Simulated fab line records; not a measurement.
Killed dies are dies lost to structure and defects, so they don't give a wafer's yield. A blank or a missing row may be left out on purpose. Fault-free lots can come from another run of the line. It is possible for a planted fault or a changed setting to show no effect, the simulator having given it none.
What tool caused it? -- flow sky130 -- Sampling: 13 lots, 39 wafers, 2 of 708 route steps

== WHAT THE GAUGES READ, wafer by wafer ==
SKY_NWELL_RS_MEAS_29: the measuring method here is four-point-probe.
lot,measured,on,NWELL_RS (ohm/sq)
L889,day 5 10:01,filmMetro-04,623.6 624.4 625.3
L892,day 6 00:31,filmMetro-04,624.2 623.6 624.5
L893,day 6 08:49,filmMetro-01,623.2 626.2 625.3
L894,day 6 14:06,filmMetro-01,625.0 623.8 624.3
L895,day 6 17:23,filmMetro-02,622.2 621.0 623.3
L898,day 7 11:26,filmMetro-04,626.1 626.3 625.3
L899,day 7 18:02,filmMetro-02,623.8 623.5 623.7
L905,day 9 21:32,filmMetro-02,627.0 626.4 626.6
L906,day 10 03:10,filmMetro-02,623.0 626.6 623.5
L909,day 10 14:50,filmMetro-04,624.9 625.9 625.3
L911,day 10 22:37,filmMetro-02,624.3 624.0 623.3
L910,day 10 23:32,filmMetro-04,625.4 624.7 624.7
L912,day 11 04:52,filmMetro-04,624.3 622.1 624.1

SKY_VT_ADJUST_LVTN_OVL_MEAS_07.
lot,measured,on,VT_ADJUST_LVTN_OVL (nm)
L889,day 6 22:40,overlay-01,2.3 2.8 0.7
L892,day 7 14:53,overlay-01,-0.2 -1.4 -0.1
L893,day 7 23:56,overlay-02,0.1 1.4 0.7
L894,day 8 05:48,overlay-01,1.4 2.9 1.7
L895,day 8 09:17,overlay-02,-1.2 0.1 -0.2
L898,day 9 04:08,overlay-01,2.3 0.2 0.8
L899,day 9 11:11,overlay-01,0.0 1.5 1.9
L905,day 11 19:24,overlay-01,-0.5 -1.0 0.0
L906,day 12 02:32,overlay-01,0.8 0.1 -0.7
L909,day 12 16:00,overlay-01,0.8 0.1 -0.6
L911,day 12 23:05,overlay-01,-0.7 -1.3 0.3
L910,day 13 00:08,overlay-02,0.2 0.2 -0.3
L912,day 13 05:26,overlay-02,1.0 1.6 1.4

== EACH LOT AND THE TOOL THAT RAN IT (in order: tool; ch and the chambers of the sampled wafers; start) ==
The record shows no process step preceding these readings.

== WHAT THE TOOLS THEMSELVES READ (means of the sampled wafers that have a number; where no wafer has one, the mark that the record gives instead) ==
The record holds no such reading with a usual standard deviation.

== THE ANSWER, worked out from the rows above alone ==
Rule: usual is defined by the lots themselves. Put in order of their means at a reading, lots are off if they are a third of the lots or fewer, leave a main group of 4 or more, and stand apart from it by a gap of 3 or more times the standard deviation of the main group's means; of several such gaps the widest counts. The tables above print the reading to a certain number of digits; a main group whose means all agree to those digits is not used. Also off: a lot with no number at a reading for which 4 or more lots have one. Where the step has rows for the other lots, those lots are counted as sound. First the gauges in route order, then the tools' own readings, where a lot's mean is used as printed above. At the first step where some lot is off, the reading lying furthest off is the one used; lots without a number count as furthest.
Nothing can be told from this: no lot is off at any reading shown.

== WHAT HAD BEEN PUT IN BY THE SIMULATOR ==
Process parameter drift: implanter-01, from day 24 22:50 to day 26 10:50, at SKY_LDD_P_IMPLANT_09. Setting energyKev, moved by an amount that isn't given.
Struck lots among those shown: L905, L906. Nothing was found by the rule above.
